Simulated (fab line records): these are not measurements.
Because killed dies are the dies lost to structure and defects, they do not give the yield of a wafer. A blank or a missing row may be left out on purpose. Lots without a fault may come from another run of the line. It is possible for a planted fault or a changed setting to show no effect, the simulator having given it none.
fab line records    flow sky130
[record] lots = 13  wafers = 39  lastDay = 50
route steps=708 shown NWELL@34 SONOS_ONO@168 LI_CONTACT@374
lots untouched by any fault: they come from a run of this same line in which no faults occurred
startH: hours from the record's opening day to when the first of the lot's shown wafers began    waitH: hours since the lot's step before    " as in the row above    L1.1+2: a row that stands for several wafers    - no value, or no start given    * or withheld: withheld    < > ~ a bound
route shown NAME@n: names a module that has steps shown in the file, with the first one's number in the route    usual: mean/standard deviation taken from wafers without a fault    same: alike in all rows    chamber/n: place in a boat    sites: per-site readings    _std_site: the standard deviation of these    _edge_site: inner sites' mean taken away from outer sites' mean    radiusMm: how far each site lies from the wafer's centre    mask NAME#n: copy n    behind: the tool/chamber that last shaped the wafer    hold: what put the lot on hold/how long, in hours/how the hold closed    device: transistor that didn't switch, given as n, p or np    end of line: at the end of the route, the tests of the same wafers    where a step has no rows: the recipe by itself    killed: dies lost to structure and defects at the first sort, not the wafer's yield    map: a wafer's dies, x killed, . not, _ none there
set.NAME: setting as actually run; set.NAME@STEP: the setting as run at that earlier step    model.NAME: the simulator's own value behind a step, which no gauge read
one table for each step of the route and one row for each wafer, over a sample of lots
services: from which hour (startH, from the record's first day; less than 0 if before it) a tool's chamber was out of use, for how many hours, and why
[[steps]]
[step SKY_NWELL_THK_MEAS_02]
[recipe] reads = SiO2_of_NWELL_OXIDATION_01
[usual] NWELL_OXIDATION_THK = 9.87/0.2
lot.wafer  tool          chamber  startH  waitH  NWELL_OXIDATION_THK[nm]
L924.4     filmMetro-03  -        46.51   0.0    9.87
L924.5     "             -        "       "      9.92
L924.6     "             -        "       "      9.88
L925.1     filmMetro-04  -        52.49   0.0    9.65
L925.4     "             -        "       "      9.70
L925.5     "             -        "       "      9.87
L928.1     filmMetro-04  -        68.03   0.0    9.71
L928.2     "             -        "       "      9.95
L928.4     "             -        "       "      9.93
L930.1     filmMetro-02  -        76.21   0.0    9.76
L930.3     "             -        "       "      9.80
L930.5     "             -        "       "      9.70
L929.3     filmMetro-04  -        76.23   0.0    10.02
L929.5     "             -        "       "      9.83
L929.6     "             -        "       "      10.02
L937.4     filmMetro-03  -        113.03  0.0    9.43
L937.5     "             -        "       "      9.56
L937.6     "             -        "       "      9.57
L938.1     filmMetro-04  -        120.54  0.0    9.85
L938.3     "             -        "       "      9.86
L938.6     "             -        "       "      9.78
L939.1     filmMetro-04  -        123.35  0.0    9.87
L939.3     "             -        "       "      9.71
L939.4     "             -        "       "      9.70
L940.1     filmMetro-02  -        131.18  0.0    9.97
L940.2     "             -        "       "      9.79
L940.6     "             -        "       "      9.80
L941.3     filmMetro-04  -        135.05  0.0    9.93
L941.4     "             -        "       "      9.88
L941.5     "             -        "       "      9.79
L942.2     filmMetro-02  -        139.33  0.0    9.79
L942.4     "             -        "       "      9.99
L942.5     "             -        "       "      9.90
L943.2     filmMetro-03  -        143.82  0.0    9.81
L943.3     "             -        "       "      9.73
L943.4     "             -        "       "      9.86
L944.2     filmMetro-04  -        150.24  0.0    9.90
L944.3     "             -        "       "      9.91
L944.4     "             -        "       "      10.01
[step SKY_SONOS_ONO_OXIDATION_00]
[recipe] tempC = 800  ambient = O2  idleTempC = 700  rampUpCPerMin = 10  rampDownCPerMin = 3  stabiliseS = 600  purgeS = 300  targetThkA = 26  oxTimeS = 1249
[usual] tube_center_temp_C_max = 802.0/0.36  zonePowerTopPct = 29.3/0.7
lot.wafer  tool        chamber  startH  waitH  tube_center_temp_C_max  zonePowerTopPct
L924.4     furnace-01  0        265.89  0.0    802.1                   29.6
L924.5     "           0        "       "      802.2                   30.6
L924.6     "           0        "       "      802.0                   30.0
L925.1     furnace-01  0        280.51  1.7    802.3                   30.3
L925.4     "           0        "       "      802.3                   29.8
L925.5     "           0        "       "      801.9                   30.0
L928.1     furnace-02  0        303.01  0.1    801.9                   28.9
L928.2     "           0        "       "      801.9                   29.1
L928.4     "           0        "       "      801.9                   28.7
L929.3     furnace-01  0        313.26  0.0    801.6                   29.8
L929.5     "           0        "       "      801.5                   29.9
L929.6     "           0        "       "      801.8                   30.5
L930.1     furnace-01  0        314.61  0.6    801.4                   30.4
L930.3     "           0        "       "      801.7                   30.2
L930.5     "           0        "       "      801.7                   29.0
L937.4     furnace-02  0        368.27  1.2    802.2                   29.1
L937.5     "           0        "       "      801.8                   28.8
L937.6     "           0        "       "      801.9                   28.8
L938.1     furnace-01  0        378.81  0.0    802.1                   30.4
L938.3     "           0        "       "      802.2                   30.1
L938.6     "           0        "       "      802.1                   30.4
L939.1     furnace-02  0        387.30  1.7    801.4                   28.5
L939.3     "           0        "       "      802.3                   28.8
L939.4     "           0        "       "      802.3                   28.3
L940.1     furnace-01  0        397.24  2.0    802.0                   30.3
L940.2     "           0        "       "      802.2                   30.3
L940.6     "           0        "       "      802.3                   29.7
L941.3     furnace-01  0        405.58  2.8    802.4                   30.3
L941.4     "           0        "       "      801.7                   29.9
L941.5     "           0        "       "      802.2                   30.3
L942.2     furnace-02  0        413.66  2.9    802.1                   29.3
L942.4     "           0        "       "      801.9                   28.6
L942.5     "           0        "       "      801.7                   29.2
L943.2     furnace-02  0        419.41  3.0    802.6                   29.2
L943.3     "           0        "       "      801.6                   29.2
L943.4     "           0        "       "      802.6                   28.5
L944.2     furnace-02  0        426.34  1.5    801.7                   28.6
L944.3     "           0        "       "      802.7                   28.7
L944.4     "           0        "       "      802.5                   29.2
[step SKY_SONOS_ONO_THK_MEAS_01]
[recipe] reads = SiO2_of_SONOS_ONO_OXIDATION_00
[usual] SONOS_ONO_OXIDATION_THK = 2.61/0.059
lot.wafer  tool          chamber  startH  waitH  SONOS_ONO_OXIDATION_THK[nm]
L924.4     filmMetro-03  -        267.27  0.0    2.55
L924.5     "             -        "       "      2.60
L924.6     "             -        "       "      2.58
L925.1     filmMetro-02  -        281.85  0.0    2.69
L925.4     "             -        "       "      2.80
L925.5     "             -        "       "      2.68
L928.1     filmMetro-03  -        304.36  0.0    2.50
L928.2     "             -        "       "      2.56
L928.4     "             -        "       "      2.56
L929.3     filmMetro-02  -        314.63  0.0    2.11
L929.5     "             -        "       "      2.16
L929.6     "             -        "       "      2.17
L930.1     filmMetro-01  -        315.96  0.0    2.22
L930.3     "             -        "       "      2.23
L930.5     "             -        "       "      2.32
L937.4     filmMetro-02  -        369.65  0.0    2.57
L937.5     "             -        "       "      2.51
L937.6     "             -        "       "      2.54
L938.1     filmMetro-03  -        380.15  0.0    2.54
L938.3     "             -        "       "      2.63
L938.6     "             -        "       "      2.59
L939.1     filmMetro-03  -        388.64  0.0    2.61
L939.3     "             -        "       "      2.68
L939.4     "             -        "       "      2.67
L940.1     filmMetro-02  -        398.59  0.0    2.67
L940.2     "             -        "       "      2.66
L940.6     "             -        "       "      2.68
L941.3     filmMetro-02  -        406.95  0.0    2.54
L941.4     "             -        "       "      2.61
L941.5     "             -        "       "      2.63
L942.2     filmMetro-02  -        415.04  0.0    2.68
L942.4     "             -        "       "      2.68
L942.5     "             -        "       "      2.61
L943.2     filmMetro-03  -        420.77  0.0    2.76
L943.3     "             -        "       "      2.71
L943.4     "             -        "       "      2.65
L944.2     filmMetro-01  -        427.69  0.0    2.56
L944.3     "             -        "       "      2.67
L944.4     "             -        "       "      2.61
[step SKY_LI_CONTACT_CD_MEAS_12]
[recipe] targetCdNm = 170
[usual] cdNm = 170.8/1.9
lot.wafer  tool      chamber  startH  waitH  cdNm
L924.4     cdSem-01  -        692.26  -      169.9
L924.5     "         -        "       "      170.6
L924.6     "         -        "       "      170.1
L925.1     cdSem-01  -        708.11  -      174.0
L925.4     "         -        "       "      173.4
L925.5     "         -        "       "      175.6
L928.1     cdSem-01  -        732.15  -      171.9
L928.2     "         -        "       "      173.7
L928.4     "         -        "       "      173.0
L929.3     cdSem-02  -        741.34  -      169.2
L929.5     "         -        "       "      170.0
L929.6     "         -        "       "      170.3
L930.1     cdSem-01  -        742.00  -      170.8
L930.3     "         -        "       "      170.4
L930.5     "         -        "       "      170.4
L937.4     cdSem-01  -        798.91  -      168.8
L937.5     "         -        "       "      168.1
L937.6     "         -        "       "      167.9
L938.1     cdSem-02  -        807.35  -      172.3
L938.3     "         -        "       "      171.9
L938.6     "         -        "       "      170.5
L939.1     cdSem-02  -        813.05  -      171.4
L939.3     "         -        "       "      171.7
L939.4     "         -        "       "      171.0
L940.1     cdSem-02  -        824.80  -      168.1
L940.2     "         -        "       "      169.7
L940.6     "         -        "       "      171.1
L941.3     cdSem-01  -        829.04  -      167.2
L941.4     "         -        "       "      166.9
L941.5     "         -        "       "      166.7
L942.2     cdSem-02  -        829.98  -      172.3
L942.4     "         -        "       "      170.8
L942.5     "         -        "       "      172.3
L943.2     cdSem-02  -        840.72  -      170.7
L943.3     "         -        "       "      171.4
L943.4     "         -        "       "      170.9
L944.2     cdSem-02  -        847.47  -      171.2
L944.3     "         -        "       "      168.7
L944.4     "         -        "       "      170.0
[step SKY_LI_CONTACT_SPUTTER_20]
[recipe] material = TiN  targetThkNm = 20  chamberPressurePa = 5  powerW = 4000  timeS = 80
[usual] throttleValvePct = 30.0/0.91
[same] timeS = 80
lot.wafer  tool           chamber  startH  waitH  throttleValvePct
L924.4     pvdSputter-04  -        692.85  0.0    29.7
L924.5     "              -        "       "      29.2
L924.6     "              -        "       "      29.7
L925.1     pvdSputter-03  -        708.76  0.0    30.5
L925.4     "              -        "       "      28.4
L925.5     "              -        "       "      28.5
L928.1     pvdSputter-02  -        732.80  0.0    30.4
L928.2     "              -        "       "      31.4
L928.4     "              -        "       "      30.2
L929.3     pvdSputter-04  -        741.95  0.0    29.6
L929.5     "              -        "       "      29.7
L929.6     "              -        "       "      28.3
L930.1     pvdSputter-02  -        742.65  0.0    31.3
L930.3     "              -        "       "      30.4
L930.5     "              -        "       "      30.6
L937.4     pvdSputter-04  -        799.50  0.0    29.4
L937.5     "              -        "       "      29.8
L937.6     "              -        "       "      29.4
L938.1     pvdSputter-02  -        808.00  0.0    31.2
L938.3     "              -        "       "      31.3
L938.6     "              -        "       "      31.1
L939.1     pvdSputter-02  -        813.72  0.0    31.2
L939.3     "              -        "       "      29.9
L939.4     "              -        "       "      30.7
L940.1     pvdSputter-04  -        825.48  0.0    28.7
L940.2     "              -        "       "      29.8
L940.6     "              -        "       "      29.9
L941.3     pvdSputter-02  -        829.65  0.0    30.9
L941.4     "              -        "       "      30.3
L941.5     "              -        "       "      30.3
L942.2     pvdSputter-04  -        830.63  0.0    28.5
L942.4     "              -        "       "      29.9
L942.5     "              -        "       "      29.4
L943.2     pvdSputter-03  -        841.35  0.0    28.4
L943.3     "              -        "       "      28.7
L943.4     "              -        "       "      30.8
L944.2     pvdSputter-03  -        848.12  0.0    30.9
L944.3     "              -        "       "      28.5
L944.4     "              -        "       "      28.8
[[services]]
tool           chamber  startH  hours  kind
furnace-02     -        245.03  3.3    pm
furnace-01     -        329.06  11.4   pm
pvdSputter-03  -        337.45  2.6    repair
furnace-02     -        400.63  3.4    pm
pvdSputter-03  -        403.44  0.8    repair
furnace-01     -        415.41  2.9    pm
pvdSputter-02  -        507.38  1.7    repair
furnace-01     -        514.58  5.8    pm
furnace-02     -        526.32  4.3    pm
furnace-01     -        547.23  4.7    pm
pvdSputter-03  -        567.78  5.4    repair
furnace-02     -        568.53  17.2   pm
furnace-02     -        585.69  3.5    pm
pvdSputter-03  -        587.60  0.5    repair
pvdSputter-04  -        619.06  1.6    repair
pvdSputter-02  -        639.16  5.4    repair
pvdSputter-04  -        703.71  3.2    repair
furnace-01     -        715.23  3.0    pm
furnace-02     -        736.10  2.6    pm
pvdSputter-04  -        765.80  1.1    repair
furnace-01     -        797.76  3.9    pm
furnace-02     -        809.04  3.4    pm
pvdSputter-04  -        809.29  0.8    repair
pvdSputter-02  -        836.53  0.7    repair
[[key]]
[firstSign] step = SKY_SONOS_ONO_THK_MEAS_01  reading = SONOS_ONO_OXIDATION_THK  direction = down  sigmas = 6.9  usual = 2.61  struck = 2.21
effect none on later readings
metAt SKY_SONOS_ONO_OXIDATION_00
struckLots L929,L930
testerLeftOut L929,L930
notActingAt SKY_NWELL_THK_MEAS_02,SKY_LI_CONTACT_CD_MEAS_12,SKY_LI_CONTACT_SPUTTER_20
onsetBetween 280.51 313.26
[fault] kind = processParameterDrift  tool = furnace-01  chamber = -  onsetH = 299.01  steps = SKY_SONOS_ONO_OXIDATION_00  channel = oxTimeS  offset = *  shape = step  endH = 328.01  actsIn = *  stated = *
// testerLeftOut: of these lots the tester's yield and bins aren't shown, on N5 and GAA mostly nor the transistor test; their killed dies are dies lost to structure and defects alone, not to doping, threshold or leakage, so they don't give the yield
